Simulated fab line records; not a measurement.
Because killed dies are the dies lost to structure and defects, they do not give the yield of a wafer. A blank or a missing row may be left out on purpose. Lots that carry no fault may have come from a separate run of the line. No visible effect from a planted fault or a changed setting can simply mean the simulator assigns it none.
fab line records	flow gf180mcu
record lots=24	wafers=72	last-day=34
route steps=602 shown VT_IMPLANT@133 HV_LDD@233 CONTACT@309 M2@365 M4@472 V4@498
lots with no fault: from the same line, run without faults
start-h: hours from the record's first day to the start of the lot's first wafer shown	wait-h: hours elapsed since this lot's preceding step	" the same as in the row above	L1.1+2: a row that stands for several wafers	- no value present, or no start provided	* or withheld: withheld	< > ~ a bound
route shown NAME@n: NAME is a module with steps in the file, n the number in the route of the first one	usual: mean/standard deviation taken from wafers without a fault	same: alike in all rows	chamber/n: place in a boat	sites: per-site readings	_std_site: how widely they spread, as a standard deviation	_edge_site: inner sites' mean taken away from outer sites' mean	radius-mm: for every site, how far away it sits from the centre of the wafer	mask NAME#n: copy n	behind: the tool/chamber that last shaped the wafer	hold: reason for holding the lot/hours on hold/outcome of the hold	device: the n, p or np transistor that did not switch	end of line: the tests these same wafers got at the end of their route	for a step that has no rows: nothing shown but its recipe	killed: dies that structure and defects cost at the first sort, which is not the same as the wafer's yield	map: per-die view of a wafer (x killed, . not killed, _ where there is no die)
set.NAME: the setting that was run; set.NAME@STEP: the one run at that earlier step	model.NAME: the simulator's own value behind a step, which no gauge read
route steps across a sampled set of lots; one table per step, one row per wafer
services: the hour from which a tool's chamber was out of use, counted from the record's first day as start-h (under 0 if before that day), plus the number of hours and why
## steps
# step GF_VT_IMPLANT_TW_MEAS_43
# usual VT_IMPLANT_4_TW=685/9.5
lot.wafer	tool	chamber	start-h	wait-h	VT_IMPLANT_4_TW
L074.2	film-metro-01	-	158.24	0.1	678
L074.4	"	-	"	"	675
L074.5	"	-	"	"	678
L075.2	film-metro-03	-	164.02	0.1	696
L075.4	"	-	"	"	691
L075.5	"	-	"	"	696
L076.1	film-metro-01	-	171.13	0.1	675
L076.4	"	-	"	"	677
L076.5	"	-	"	"	675
L077.1	film-metro-03	-	178.23	0.1	694
L077.2	"	-	"	"	695
L077.5	"	-	"	"	694
L078.1	film-metro-03	-	182.51	0.1	694
L078.2	"	-	"	"	698
L078.6	"	-	"	"	693
L079.2	film-metro-01	-	189.27	0.1	673
L079.3	"	-	"	"	677
L079.6	"	-	"	"	675
L080.3	film-metro-01	-	197.79	0.1	672
L080.5	"	-	"	"	674
L080.6	"	-	"	"	672
L081.1	film-metro-02	-	202.68	0.1	693
L081.2	"	-	"	"	691
L081.6	"	-	"	"	696
L082.2	film-metro-01	-	208.33	0.1	671
L082.4	"	-	"	"	673
L082.6	"	-	"	"	678
L083.1	film-metro-03	-	216.06	0.1	691
L083.3	"	-	"	"	690
L083.5	"	-	"	"	688
L084.1	film-metro-01	-	225.06	0.1	674
L084.4	"	-	"	"	678
L084.5	"	-	"	"	675
L085.4	film-metro-02	-	230.34	0.1	694
L085.5	"	-	"	"	689
L085.6	"	-	"	"	692
L086.1	film-metro-02	-	236.52	0.1	691
L086.2	"	-	"	"	692
L086.6	"	-	"	"	690
L087.2	film-metro-02	-	247.37	0.1	696
L087.3	"	-	"	"	700
L087.6	"	-	"	"	693
L088.1	film-metro-02	-	251.72	0.1	696
L088.2	"	-	"	"	697
L088.5	"	-	"	"	696
L089.1	film-metro-01	-	259.41	0.1	678
L089.5	"	-	"	"	676
L089.6	"	-	"	"	676
L090.2	film-metro-01	-	263.57	0.1	679
L090.4	"	-	"	"	680
L090.5	"	-	"	"	680
L091.2	film-metro-02	-	269.22	0.1	692
L091.3	"	-	"	"	693
L091.6	"	-	"	"	693
L092.1	film-metro-01	-	274.56	0.1	684
L092.3	"	-	"	"	678
L092.5	"	-	"	"	682
L093.1	film-metro-01	-	287.38	0.1	679
L093.2	"	-	"	"	682
L093.5	"	-	"	"	677
L094.1	film-metro-02	-	293.26	0.1	695
L094.3	"	-	"	"	692
L094.4	"	-	"	"	694
L095.1	film-metro-01	-	300.26	0.1	674
L095.4	"	-	"	"	677
L095.5	"	-	"	"	672
L096.1	film-metro-01	-	304.48	0.1	672
L096.2	"	-	"	"	674
L096.3	"	-	"	"	674
L097.4	film-metro-03	-	311.84	0.1	700
L097.5	"	-	"	"	700
L097.6	"	-	"	"	696
# step GF_HV_LDD_THK_MEAS_57
# recipe reads=Si3N4_of_HV_LDD_CVD_56
# usual HV_LDD_CVD_56_THK=89.9/0.81
lot.wafer	tool	chamber	start-h	wait-h	HV_LDD_CVD_56_THK[nm]
L074.2	film-metro-01	-	279.71	0.0	90.3
L074.4	"	-	"	"	90.9
L074.5	"	-	"	"	90.7
L075.2	film-metro-04	-	284.70	0.0	89.2
L075.4	"	-	"	"	89.4
L075.5	"	-	"	"	89.2
L076.1	film-metro-04	-	293.45	0.0	90.3
L076.4	"	-	"	"	90.5
L076.5	"	-	"	"	90.0
L077.1	film-metro-01	-	308.26	0.0	88.9
L077.2	"	-	"	"	88.6
L077.5	"	-	"	"	89.3
L078.1	film-metro-01	-	312.16	0.0	90.8
L078.2	"	-	"	"	91.2
L078.6	"	-	"	"	89.7
L079.2	film-metro-02	-	321.29	0.0	89.0
L079.3	"	-	"	"	89.3
L079.6	"	-	"	"	90.1
L080.3	film-metro-01	-	327.57	0.0	91.4
L080.5	"	-	"	"	91.6
L080.6	"	-	"	"	90.7
L081.1	film-metro-01	-	331.81	0.0	88.6
L081.2	"	-	"	"	89.7
L081.6	"	-	"	"	89.4
L082.2	film-metro-02	-	337.32	0.0	89.0
L082.4	"	-	"	"	88.1
L082.6	"	-	"	"	88.5
L083.1	film-metro-02	-	348.80	0.0	90.8
L083.3	"	-	"	"	90.3
L083.5	"	-	"	"	90.3
L084.1	film-metro-04	-	363.29	0.0	89.8
L084.4	"	-	"	"	90.5
L084.5	"	-	"	"	90.4
L085.4	film-metro-04	-	367.47	0.0	89.4
L085.5	"	-	"	"	88.9
L085.6	"	-	"	"	88.7
L086.1	film-metro-04	-	369.95	0.0	90.2
L086.2	"	-	"	"	91.1
L086.6	"	-	"	"	90.3
L087.2	film-metro-01	-	382.90	0.0	91.4
L087.3	"	-	"	"	90.6
L087.6	"	-	"	"	91.0
L088.1	film-metro-01	-	389.71	0.0	90.9
L088.2	"	-	"	"	90.1
L088.5	"	-	"	"	89.4
L089.1	film-metro-01	-	399.99	0.0	90.3
L089.5	"	-	"	"	90.4
L089.6	"	-	"	"	90.7
L090.2	film-metro-02	-	404.33	0.0	89.4
L090.4	"	-	"	"	88.9
L090.5	"	-	"	"	89.6
L091.2	film-metro-01	-	407.17	0.0	89.5
L091.3	"	-	"	"	90.0
L091.6	"	-	"	"	90.1
L092.1	film-metro-01	-	419.44	0.0	89.3
L092.3	"	-	"	"	89.0
L092.5	"	-	"	"	89.6
L093.1	film-metro-01	-	435.18	0.0	91.5
L093.2	"	-	"	"	90.3
L093.5	"	-	"	"	91.1
L094.1	film-metro-04	-	438.65	0.0	90.3
L094.3	"	-	"	"	89.4
L094.4	"	-	"	"	89.5
L095.1	film-metro-02	-	449.42	0.0	89.3
L095.4	"	-	"	"	88.8
L095.5	"	-	"	"	89.4
L096.1	film-metro-01	-	450.59	0.0	90.5
L096.2	"	-	"	"	90.0
L096.3	"	-	"	"	89.4
L097.4	film-metro-01	-	459.52	0.0	89.8
L097.5	"	-	"	"	90.2
L097.6	"	-	"	"	90.3
# step GF_CONTACT_SPUTTER_22
# recipe material=Ti	target-thk-nm=15	chamber-pressure-pa=5	power-w=2500	substrate-temp-c=200	time-s=80.02
# usual throttle-valve-pct=29.9/0.53
lot.wafer	tool	chamber	start-h	wait-h	throttle-valve-pct
L074.2	pvd-sputter-03	-	366.16	0.0	29.7
L074.4	"	-	"	"	29.2
L074.5	"	-	"	"	29.9
L075.2	pvd-sputter-01	-	371.89	0.0	30.0
L075.4	"	-	"	"	29.1
L075.5	"	-	"	"	30.0
L076.1	pvd-sputter-02	-	382.08	0.0	30.3
L076.4	"	-	"	"	29.4
L076.5	"	-	"	"	31.0
L077.1	pvd-sputter-01	-	397.75	0.0	30.3
L077.2	"	-	"	"	29.9
L077.5	"	-	"	"	29.7
L078.1	pvd-sputter-01	-	403.79	0.0	29.8
L078.2	"	-	"	"	30.6
L078.6	"	-	"	"	30.1
L079.2	pvd-sputter-01	-	414.46	0.0	30.3
L079.3	"	-	"	"	29.2
L079.6	"	-	"	"	30.0
L080.3	pvd-sputter-03	-	420.31	0.0	30.5
L080.5	"	-	"	"	30.6
L080.6	"	-	"	"	29.7
L081.1	pvd-sputter-03	-	424.78	0.0	30.6
L081.2	"	-	"	"	30.0
L081.6	"	-	"	"	30.3
L082.2	pvd-sputter-03	-	430.67	0.0	29.6
L082.4	"	-	"	"	29.7
L082.6	"	-	"	"	29.7
L083.1	pvd-sputter-02	-	445.04	0.0	30.3
L083.3	"	-	"	"	29.1
L083.5	"	-	"	"	29.3
L084.1	pvd-sputter-01	-	460.97	0.0	30.0
L084.4	"	-	"	"	30.0
L084.5	"	-	"	"	29.9
L085.4	pvd-sputter-03	-	465.12	0.0	29.3
L085.5	"	-	"	"	30.0
L085.6	"	-	"	"	30.4
L086.1	pvd-sputter-03	-	467.46	0.0	29.6
L086.2	"	-	"	"	29.8
L086.6	"	-	"	"	29.4
L087.2	pvd-sputter-02	-	480.51	0.0	31.1
L087.3	"	-	"	"	30.4
L087.6	"	-	"	"	29.1
L088.1	pvd-sputter-03	-	488.44	0.0	30.0
L088.2	"	-	"	"	30.5
L088.5	"	-	"	"	29.2
L089.1	pvd-sputter-02	-	498.64	0.0	30.5
L089.5	"	-	"	"	31.0
L089.6	"	-	"	"	29.3
L090.2	pvd-sputter-02	-	503.91	0.0	29.5
L090.4	"	-	"	"	31.3
L090.5	"	-	"	"	29.1
L091.2	pvd-sputter-01	-	504.77	0.0	29.6
L091.3	"	-	"	"	29.2
L091.6	"	-	"	"	29.9
L092.1	pvd-sputter-01	-	517.44	0.0	29.7
L092.3	"	-	"	"	30.3
L092.5	"	-	"	"	30.0
L093.1	pvd-sputter-03	-	533.51	0.0	29.7
L093.2	"	-	"	"	30.0
L093.5	"	-	"	"	29.6
L094.1	pvd-sputter-01	-	535.61	0.0	30.0
L094.3	"	-	"	"	29.0
L094.4	"	-	"	"	30.5
L095.1	pvd-sputter-03	-	545.12	0.0	30.1
L095.4	"	-	"	"	30.4
L095.5	"	-	"	"	29.5
L096.1	pvd-sputter-03	-	547.11	0.0	29.6
L096.2	"	-	"	"	29.4
L096.3	"	-	"	"	29.7
L097.4	pvd-sputter-02	-	556.15	0.0	30.2
L097.5	"	-	"	"	29.2
L097.6	"	-	"	"	30.3
# step GF_M2_SPUTTER_03
# recipe material=Ti	target-thk-nm=10	substrate-temp-c=300	chamber-pressure-pa=0.3	power-w=3000	time-s=6.7
# usual throttle-valve-pct=29.9/0.89
lot.wafer	tool	chamber	start-h	wait-h	throttle-valve-pct
L074.2	pvd-sputter-01	-	417.54	0.0	30.2
L074.4	"	-	"	"	30.1
L074.5	"	-	"	"	29.8
L075.2	pvd-sputter-04	-	421.70	0.0	30.4
L075.4	"	-	"	"	31.1
L075.5	"	-	"	"	31.1
L076.1	pvd-sputter-04	-	432.66	0.0	27.8
L076.4	"	-	"	"	29.0
L076.5	"	-	"	"	28.2
L077.1	pvd-sputter-04	-	449.87	0.0	28.7
L077.2	"	-	"	"	31.0
L077.5	"	-	"	"	29.0
L078.1	pvd-sputter-01	-	456.25	0.0	29.8
L078.2	"	-	"	"	30.0
L078.6	"	-	"	"	30.2
L079.2	pvd-sputter-04	-	469.49	0.0	28.0
L079.3	"	-	"	"	28.9
L079.6	"	-	"	"	31.1
L080.3	pvd-sputter-04	-	473.07	0.0	29.1
L080.5	"	-	"	"	28.3
L080.6	"	-	"	"	30.9
L081.1	pvd-sputter-02	-	477.45	0.0	31.2
L081.2	"	-	"	"	29.1
L081.6	"	-	"	"	30.2
L082.2	pvd-sputter-02	-	482.31	0.0	31.2
L082.4	"	-	"	"	30.3
L082.6	"	-	"	"	31.1
L083.1	pvd-sputter-01	-	497.59	0.0	29.9
L083.3	"	-	"	"	30.3
L083.5	"	-	"	"	29.8
L084.1	pvd-sputter-02	-	511.85	0.0	31.2
L084.4	"	-	"	"	29.4
L084.5	"	-	"	"	29.5
L085.4	pvd-sputter-02	-	517.56	0.0	31.0
L085.5	"	-	"	"	31.0
L085.6	"	-	"	"	30.2
L086.1	pvd-sputter-01	-	519.58	0.0	29.9
L086.2	"	-	"	"	29.9
L086.6	"	-	"	"	30.1
L087.2	pvd-sputter-02	-	531.13	0.0	30.4
L087.3	"	-	"	"	31.2
L087.6	"	-	"	"	31.2
L088.1	pvd-sputter-02	-	538.85	0.0	29.4
L088.2	"	-	"	"	29.3
L088.5	"	-	"	"	29.3
L089.1	pvd-sputter-01	-	548.48	0.0	30.0
L089.5	"	-	"	"	29.9
L089.6	"	-	"	"	30.1
L090.2	pvd-sputter-02	-	553.37	0.0	29.5
L090.4	"	-	"	"	29.5
L090.5	"	-	"	"	30.3
L091.2	pvd-sputter-04	-	553.71	0.0	30.6
L091.3	"	-	"	"	28.3
L091.6	"	-	"	"	28.2
L092.1	pvd-sputter-04	-	566.29	0.0	30.8
L092.3	"	-	"	"	30.7
L092.5	"	-	"	"	31.0
L093.1	pvd-sputter-01	-	580.96	0.0	30.1
L093.2	"	-	"	"	29.7
L093.5	"	-	"	"	29.0
L094.1	pvd-sputter-02	-	583.24	0.0	29.3
L094.3	"	-	"	"	31.2
L094.4	"	-	"	"	29.3
L095.1	pvd-sputter-02	-	593.11	0.0	28.9
L095.4	"	-	"	"	29.2
L095.5	"	-	"	"	31.2
L096.1	pvd-sputter-02	-	595.11	0.0	29.2
L096.2	"	-	"	"	29.4
L096.3	"	-	"	"	31.2
L097.4	pvd-sputter-01	-	602.40	0.0	30.1
L097.5	"	-	"	"	30.3
L097.6	"	-	"	"	30.0
# step GF_M4_METAL_ETCH_16
# recipe chemistry=Cl2/BCl3	mask-material=KrF	target-depth-nm=750.8	stop-on=SiO2	pressure-mtorr=8	icp-w=800	bias-w=140	Cl2_flow_sccm=80	bcl3-flow-sccm=40	time-s=125.1
# usual bias-w=140.0/0.41	drypump-motor-current-A=5.9/0.64	mfc-cl2-sccm=79.99/0.22	oes-product-au=0.992/0.0056	throttle-valve-pct=28.228/0.008
lot.wafer	tool	chamber	start-h	wait-h	bias-w	drypump-motor-current-A	mfc-cl2-sccm	oes-product-au	rf-hours-counter-h	throttle-valve-pct
L074.2	rie-metal-03	1	543.94	0.0	140.0	6.4	79.84	0.990	6	28.218
L074.4	"	0	"	"	140.1	6.8	80.08	0.984	-	28.233
L074.5	"	0	"	"	140.2	6.8	80.04	0.991	-	28.227
L075.2	rie-metal-01	1	546.53	0.0	140.0	6.3	79.83	0.994	9	28.232
L075.4	"	0	"	"	139.4	5.8	79.75	0.987	-	28.226
L075.5	"	0	"	"	139.2	5.8	79.75	0.981	-	28.234
L076.1	rie-metal-02	1	556.03	0.0	140.6	5.8	79.90	0.994	11	28.218
L076.4	"	1	"	"	140.2	5.8	79.83	0.998	-	28.217
L076.5	"	1	"	"	140.0	5.7	80.06	1.000	-	28.220
L077.1	rie-metal-02	1	572.94	0.0	140.0	5.7	79.73	0.998	12	28.236
L077.2	"	1	"	"	139.8	5.7	80.14	1.004	-	28.230
L077.5	"	1	"	"	140.4	5.7	80.01	0.980	-	28.225
L078.1	rie-metal-02	1	577.28	0.0	140.4	5.8	79.80	0.988	12	28.232
L078.2	"	0	"	"	140.3	4.9	79.81	0.996	0	28.242
L078.6	"	1	"	"	140.9	5.8	79.89	1.001	-	28.230
L079.2	rie-metal-02	1	588.71	0.0	140.2	5.8	80.17	0.994	12	28.223
L079.3	"	1	"	"	139.9	5.8	79.87	0.993	-	28.232
L079.6	"	1	"	"	139.8	5.8	79.64	0.990	-	28.235
L080.3	rie-metal-02	1	592.92	0.1	139.3	5.7	79.66	0.999	-	28.221
L080.5	"	0	"	"	140.3	5.0	80.27	0.987	-	28.246
L080.6	"	1	"	"	139.4	5.8	80.04	1.000	-	28.229
L081.1	rie-metal-03	1	596.03	0.0	139.8	6.4	80.06	0.988	8	28.209
L081.2	"	0	"	"	140.8	6.8	79.80	0.996	10	28.237
L081.6	"	0	"	"	140.2	6.9	80.04	0.988	-	28.223
L082.2	rie-metal-01	0	600.93	0.0	140.4	5.8	79.95	0.978	12	28.231
L082.4	"	0	"	"	140.1	5.8	79.81	0.989	-	28.230
L082.6	"	1	"	"	139.9	6.3	80.23	0.995	-	28.233
L083.1	rie-metal-02	0	613.94	0.0	139.7	4.9	79.80	0.987	1	28.238
L083.3	"	0	"	"	139.9	4.9	80.11	0.991	-	28.238
L083.5	"	1	"	"	140.3	5.8	79.78	0.993	-	28.231
L084.1	rie-metal-02	1	625.08	0.0	140.0	5.8	79.94	0.993	14	28.229
L084.4	"	0	"	"	140.1	4.9	79.93	0.991	-	28.234
L084.5	"	1	"	"	139.9	5.8	79.87	0.997	-	28.223
L085.4	rie-metal-01	0	632.22	0.1	139.9	5.7	79.88	0.993	-	28.244
L085.5	"	1	"	"	140.9	6.3	80.20	0.998	-	28.223
L085.6	"	0	"	"	139.3	5.8	79.93	0.989	-	28.229
L086.1	rie-metal-02	0	633.19	0.0	140.1	4.9	79.98	0.990	2	28.235
L086.2	"	1	"	"	140.3	5.7	80.39	0.998	14	28.232
L086.6	"	1	"	"	140.3	5.8	80.49	0.996	-	28.206
L087.2	rie-metal-02	0	643.68	0.0	140.0	4.9	79.73	0.986	2	28.233
L087.3	"	1	"	"	140.0	5.7	80.24	1.006	-	28.223
L087.6	"	1	"	"	140.3	5.8	80.36	0.991	-	28.225
L088.1	rie-metal-03	1	650.43	0.0	139.9	6.3	79.93	0.989	9	28.244
L088.2	"	0	"	"	139.9	6.8	79.87	0.992	11	28.228
L088.5	"	0	"	"	140.2	6.9	79.87	0.982	-	28.228
L089.1	rie-metal-03	1	660.14	0.0	139.3	6.3	80.24	1.001	10	28.226
L089.5	"	1	"	"	140.2	6.4	80.11	0.996	-	28.230
L089.6	"	0	"	"	140.3	6.8	80.12	0.993	-	28.224
L090.2	rie-metal-02	1	662.64	0.0	140.8	5.8	79.30	0.996	15	28.219
L090.4	"	1	"	"	140.7	5.7	80.05	0.998	-	28.219
L090.5	"	0	"	"	139.8	4.9	79.60	0.985	-	28.234
L091.2	rie-metal-01	1	664.24	0.0	139.3	6.3	80.46	0.997	13	28.232
L091.3	"	0	"	"	139.3	5.8	79.82	0.988	-	28.239
L091.6	"	0	"	"	140.1	5.8	80.30	0.980	-	28.235
L092.1	rie-metal-03	1	679.23	0.0	139.7	6.4	80.03	0.993	10	28.240
L092.3	"	1	"	"	140.0	6.3	79.97	0.992	-	28.234
L092.5	"	0	"	"	139.7	6.8	79.49	0.992	-	28.219
L093.1	rie-metal-03	0	688.03	0.0	140.3	6.8	80.35	0.980	13	28.213
L093.2	"	1	"	"	140.1	6.3	80.17	1.001	10	28.216
L093.5	"	1	"	"	139.6	6.4	80.15	0.998	-	28.225
L094.1	rie-metal-02	0	689.63	0.0	139.8	5.0	80.10	0.989	5	28.232
L094.3	"	0	"	"	140.3	5.0	80.20	0.984	-	28.223
L094.4	"	0	"	"	140.5	4.9	80.59	0.991	-	28.229
L095.1	rie-metal-02	0	699.88	0.0	140.1	4.9	80.23	0.989	5	28.226
L095.4	"	1	"	"	139.9	5.7	79.80	0.997	-	28.237
L095.5	"	1	"	"	139.7	5.7	80.08	0.995	-	28.227
L096.1	rie-metal-01	0	701.13	0.0	139.7	5.7	80.06	0.987	16	28.235
L096.2	"	1	"	"	140.8	6.3	80.27	0.986	14	28.230
L096.3	"	0	"	"	140.1	5.8	79.83	0.994	-	28.223
L097.4	rie-metal-03	0	707.37	0.1	140.6	6.8	80.26	0.987	-	28.225
L097.5	"	1	"	"	140.6	6.3	79.97	0.998	-	28.228
L097.6	"	0	"	"	140.6	6.8	80.19	0.988	-	28.237
# step GF_V4_SPUTTER_22
# recipe material=TiN	target-thk-nm=10	chamber-pressure-pa=5	power-w=4000	time-s=40
# usual throttle-valve-pct=29.8/0.51
lot.wafer	tool	chamber	start-h	wait-h	throttle-valve-pct
L074.2	pvd-sputter-01	-	568.36	0.0	29.3
L074.4	"	-	"	"	29.7
L074.5	"	-	"	"	30.2
L075.2	pvd-sputter-01	-	570.91	0.0	30.3
L075.4	"	-	"	"	30.5
L075.5	"	-	"	"	29.0
L076.1	pvd-sputter-01	-	579.30	0.0	30.1
L076.4	"	-	"	"	29.9
L076.5	"	-	"	"	29.6
L077.1	pvd-sputter-03	-	596.80	0.0	29.4
L077.2	"	-	"	"	29.8
L077.5	"	-	"	"	29.9
L078.1	pvd-sputter-01	-	600.70	0.0	29.8
L078.2	"	-	"	"	30.3
L078.6	"	-	"	"	29.0
L079.2	pvd-sputter-03	-	611.15	0.0	29.4
L079.3	"	-	"	"	30.0
L079.6	"	-	"	"	30.2
L080.3	pvd-sputter-02	-	616.20	0.0	29.6
L080.5	"	-	"	"	30.2
L080.6	"	-	"	"	29.0
L081.1	pvd-sputter-03	-	618.96	0.0	29.8
L081.2	"	-	"	"	29.4
L081.6	"	-	"	"	29.2
L082.2	pvd-sputter-02	-	622.80	0.0	31.0
L082.4	"	-	"	"	30.3
L082.6	"	-	"	"	30.2
L083.1	pvd-sputter-03	-	636.56	0.0	29.9
L083.3	"	-	"	"	29.9
L083.5	"	-	"	"	30.5
L084.1	pvd-sputter-02	-	646.88	0.0	30.3
L084.4	"	-	"	"	29.6
L084.5	"	-	"	"	29.4
L085.4	pvd-sputter-03	-	654.70	0.0	30.0
L085.5	"	-	"	"	29.2
L085.6	"	-	"	"	29.8
L086.1	pvd-sputter-01	-	655.02	0.0	30.4
L086.2	"	-	"	"	29.8
L086.6	"	-	"	"	29.9
L087.2	pvd-sputter-03	-	665.45	0.0	30.4
L087.3	"	-	"	"	29.9
L087.6	"	-	"	"	29.4
L088.1	pvd-sputter-01	-	671.64	0.0	29.7
L088.2	"	-	"	"	30.0
L088.5	"	-	"	"	30.1
L089.1	pvd-sputter-03	-	681.89	0.0	29.2
L089.5	"	-	"	"	29.9
L089.6	"	-	"	"	29.3
L090.2	pvd-sputter-03	-	684.23	0.0	30.0
L090.4	"	-	"	"	29.5
L090.5	"	-	"	"	29.0
L091.2	pvd-sputter-01	-	685.43	0.0	30.5
L091.3	"	-	"	"	29.9
L091.6	"	-	"	"	29.2
L092.1	pvd-sputter-03	-	700.61	0.0	29.9
L092.3	"	-	"	"	29.4
L092.5	"	-	"	"	29.3
L093.1	pvd-sputter-03	-	708.90	0.0	29.5
L093.2	"	-	"	"	30.5
L093.5	"	-	"	"	29.9
L094.1	pvd-sputter-02	-	710.60	0.0	31.0
L094.3	"	-	"	"	30.2
L094.4	"	-	"	"	29.4
L095.1	pvd-sputter-01	-	720.49	0.0	29.9
L095.4	"	-	"	"	30.0
L095.5	"	-	"	"	29.2
L096.1	pvd-sputter-01	-	721.60	0.0	29.0
L096.2	"	-	"	"	29.9
L096.3	"	-	"	"	29.9
L097.4	pvd-sputter-02	-	726.84	0.0	31.2
L097.5	"	-	"	"	31.0
L097.6	"	-	"	"	30.3
## services
tool	chamber	start-h	hours	kind
rie-metal-01	-	351.79	0.3	repair
pvd-sputter-04	-	359.33	2.2	repair
pvd-sputter-04	-	371.80	10.3	repair
rie-metal-02	-	432.99	2.8	pm
rie-metal-01	-	450.34	2.8	pm
rie-metal-02	-	458.52	1.1	repair
pvd-sputter-02	0	461.91	-	consumable-replace:kit
pvd-sputter-02	0	461.91	18.0	scheduled-down
pvd-sputter-02	0	461.91	18.0	vent-cycle
pvd-sputter-01	-	505.61	6.3	repair
pvd-sputter-04	-	516.60	1.7	repair
rie-metal-03	-	535.59	0.3	repair
pvd-sputter-01	2	555.57	-	consumable-replace:kit
pvd-sputter-01	2	555.57	18.0	scheduled-down
pvd-sputter-01	2	555.57	18.0	vent-cycle
pvd-sputter-02	3	578.50	-	consumable-replace:kit
pvd-sputter-02	3	578.50	18.0	scheduled-down
pvd-sputter-02	3	578.50	18.0	vent-cycle
rie-metal-03	0	579.32	4.4	repair
pvd-sputter-01	-	610.56	1.6	repair
rie-metal-01	0	613.39	1.2	repair
pvd-sputter-01	-	637.03	1.0	repair
rie-metal-01	1	653.02	4.5	repair
pvd-sputter-03	-	661.00	0.6	repair
## key
fault none
